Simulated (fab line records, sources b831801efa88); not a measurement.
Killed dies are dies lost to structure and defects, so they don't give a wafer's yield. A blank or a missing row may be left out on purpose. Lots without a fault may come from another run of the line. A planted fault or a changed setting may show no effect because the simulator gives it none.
Problem report in the 8D (eight disciplines) form, filled by code | flow sfq_line | the parts of the form that need people (team, actions taken, sign-off) are left out

1. THE PROBLEM
rf_fwd_power_W at SFQ_TRILAYER_I2_VIA_BARC_OPEN_VIA_ETCH_096 reads a mean of 575.4 W on 6 wafers of 2 lots; wafers without a fault read 495.2 W with a standard deviation of 1.9. That is +42 standard deviations from the usual mean.
The step: etches BARC in O2, target depth 125 nm, time 40.49 s.
First seen on wafer L247.1, day 49 10:37, on rie_diel-04. The record holds 42 wafers of 14 lots with a number at this step. Rule for "out", or "out of limits": more than 4 standard deviations from the usual mean. The other wafers with a number count as sound.

2. WHAT IT IS AND WHAT IT IS NOT
question                    | is                     | is not
which readings at this step | rf_fwd_power_W         | drypump_motor_current_A, oes_product_au
which lots                  | L247, L249             | L232, L233, L235, L236, L237, L238, L239, L240, L242, L243, L245, L254
which wafers of those lots  | all that have a number | -
read on which tools         | rie_diel-04            | rie_diel-01
when                        | from day 49 10:37      | up to then (33 sound wafers); but 3 sound wafers of L254 came after

3. SUSPECTS, AND WHAT RULES EACH OUT
Counting: a tool at a process step up to the reading stays a suspect if it ran every lot that is out and no sound lot after the first of them.
- rie_diel-04 at SFQ_TRILAYER_I2_VIA_BARC_OPEN_VIA_ETCH_096 (etches BARC in O2, target depth 125 nm, time 40.49 s): kept. It ran every lot that is out, first L247 (day 49 10:37), and no sound lot after that; its last sound lot up to then is L245 (day 48 07:01). Its own readings are out on those wafers: rf_fwd_power_W.
Left after counting: rie_diel-04 at SFQ_TRILAYER_I2_VIA_BARC_OPEN_VIA_ETCH_096.

4. THE CAUSE (what the simulator had put in)
Process parameter drift: rie_diel-04, from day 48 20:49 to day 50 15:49, at SFQ_TRILAYER_I2_VIA_BARC_OPEN_VIA_ETCH_096. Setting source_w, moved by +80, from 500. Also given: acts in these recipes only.
Counting left only this tool.

5. THE CHAIN OF EFFECTS, in route order
Each row: a reading whose mean over the struck wafers that have a number lies more than 3 standard deviations from the usual. Only readings for which the record gives a usual standard deviation are gone through. hours: the time from each lot's start at the first step in this table that gives one to its start at this step, as a median over the lots. sigmas: the change in usual standard deviations.
hours | step                                       | reading        | usual   | on struck wafers | change | sigmas
0     | SFQ_TRILAYER_I2_VIA_BARC_OPEN_VIA_ETCH_096 | rf_fwd_power_W | 495.2 W | 575.4            | +80.2  | +42
The process steps in it:
- SFQ_TRILAYER_I2_VIA_BARC_OPEN_VIA_ETCH_096: etches BARC in O2, target depth 125 nm, time 40.49 s.

6. WHAT WOULD HAVE CAUGHT IT SOONER
In this record the first reading out of limits was taken at day 49 10:37, 14 hours after the fault began at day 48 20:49.
